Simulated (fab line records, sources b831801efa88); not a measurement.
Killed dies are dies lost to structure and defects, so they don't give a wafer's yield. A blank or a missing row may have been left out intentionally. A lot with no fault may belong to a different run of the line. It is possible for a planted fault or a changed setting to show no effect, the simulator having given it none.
Which tool was responsible? / flow sky130 / Sampling: 6 lots, 18 wafers, 4 of 708 route steps

== WHAT EACH GAUGE READ, for each wafer ==
SKY_PASSIVATION_THK_MEAS_01.
lot=L756; measured=day 44 21:02; on=film_metro-02; PASSIVATION_CVD_00_THK (nm)=89.8 89.3 91.2
lot=L758; measured=day 45 14:04; on=film_metro-04; PASSIVATION_CVD_00_THK (nm)=89.1 90.6 90.9
lot=L760; measured=day 45 22:27; on=film_metro-02; PASSIVATION_CVD_00_THK (nm)=87.7 89.8 89.5
lot=L768; measured=day 47 07:00; on=film_metro-02; PASSIVATION_CVD_00_THK (nm)=88.5 134.5 88.6
lot=L770; measured=day 47 19:17; on=film_metro-02; PASSIVATION_CVD_00_THK (nm)=90.7 88.9 90.6
lot=L775; measured=day 49 02:43; on=film_metro-03; PASSIVATION_CVD_00_THK (nm)=88.2 89.5 90.6

== TOOL THAT RAN EACH LOT (tool first, then ch and the chambers of the sampled wafers, then the start) ==
lot=L756; SKY_VIA3_CMP_24=cmp-02 ch 0,1,3, day 40 19:23; SKY_METAL4_SPUTTER_02=pvd_sputter-02, day 40 19:38; SKY_PASSIVATION_CVD_00=pecvd-02 ch 0,1, day 44 21:00
lot=L758; SKY_VIA3_CMP_24=cmp-01 ch 0,1,2, day 41 15:00; SKY_METAL4_SPUTTER_02=pvd_sputter-04, day 41 15:14; SKY_PASSIVATION_CVD_00=pecvd-02 ch 0,2, day 45 14:02
lot=L760; SKY_VIA3_CMP_24=cmp-02 ch 2,3, day 41 23:50; SKY_METAL4_SPUTTER_02=pvd_sputter-03, day 42 00:11; SKY_PASSIVATION_CVD_00=pecvd-01 ch 0,2, day 45 22:25
lot=L768; SKY_VIA3_CMP_24=cmp-01 ch 1,2,3, day 43 13:15; SKY_METAL4_SPUTTER_02=pvd_sputter-02, day 43 13:36; SKY_PASSIVATION_CVD_00=pecvd-03 ch 0,1,2, day 47 06:59
lot=L770; SKY_VIA3_CMP_24=cmp-01 ch 0,2,3, day 44 00:39; SKY_METAL4_SPUTTER_02=pvd_sputter-04, day 44 00:54; SKY_PASSIVATION_CVD_00=pecvd-02 ch 0,2, day 47 19:15
lot=L775; SKY_VIA3_CMP_24=cmp-01 ch 0,1,3, day 45 13:37; SKY_METAL4_SPUTTER_02=pvd_sputter-02, day 45 13:58; SKY_PASSIVATION_CVD_00=pecvd-01 ch 0,1, day 49 02:41
- SKY_VIA3_CMP_24: polishes, stops on SiO2, t overpolish 20 s, target thk 0 nm.
- SKY_METAL4_SPUTTER_02: material AlCu, target thk 735 nm, time 39.1 s.
- SKY_PASSIVATION_CVD_00: deposits SiO2, target thk 90 nm.

== THE ANSWER, worked out from the rows above alone ==
Rule: the usual values come from the lots themselves. The widest of any qualifying gaps counts: lots, ordered by their means at a reading, are off when they make up no more than a third of the lots, leave a main group of 4 or more, and stand apart from it by 3 or more times the standard deviation of that group's means. Not used: any main group whose means are identical at the precision the tables above print for the reading. Also off: a lot with no number at a reading for which 4 or more lots have one. Any other lot the step has rows for is counted as sound.
Off: L768, at SKY_PASSIVATION_THK_MEAS_01 (PASSIVATION_CVD_00_THK). Main group: mean 89.8 nm, sd 0.47.
A tool fits if, at a process step before that reading, it ran every lot that is off, and no sound lot after the first of them. The gauges at SKY_PASSIVATION_THK_MEAS_01 are tried like those tools. One fits: pecvd-03 at SKY_PASSIVATION_CVD_00. It ran no sound lot before its first lot that is off in this sample, so the start can't be narrowed down.

== WHAT WAS PUT IN BY THE SIMULATOR ==
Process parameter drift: pecvd-03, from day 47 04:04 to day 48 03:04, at SKY_PASSIVATION_CVD_00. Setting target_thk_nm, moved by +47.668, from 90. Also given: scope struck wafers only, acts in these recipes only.
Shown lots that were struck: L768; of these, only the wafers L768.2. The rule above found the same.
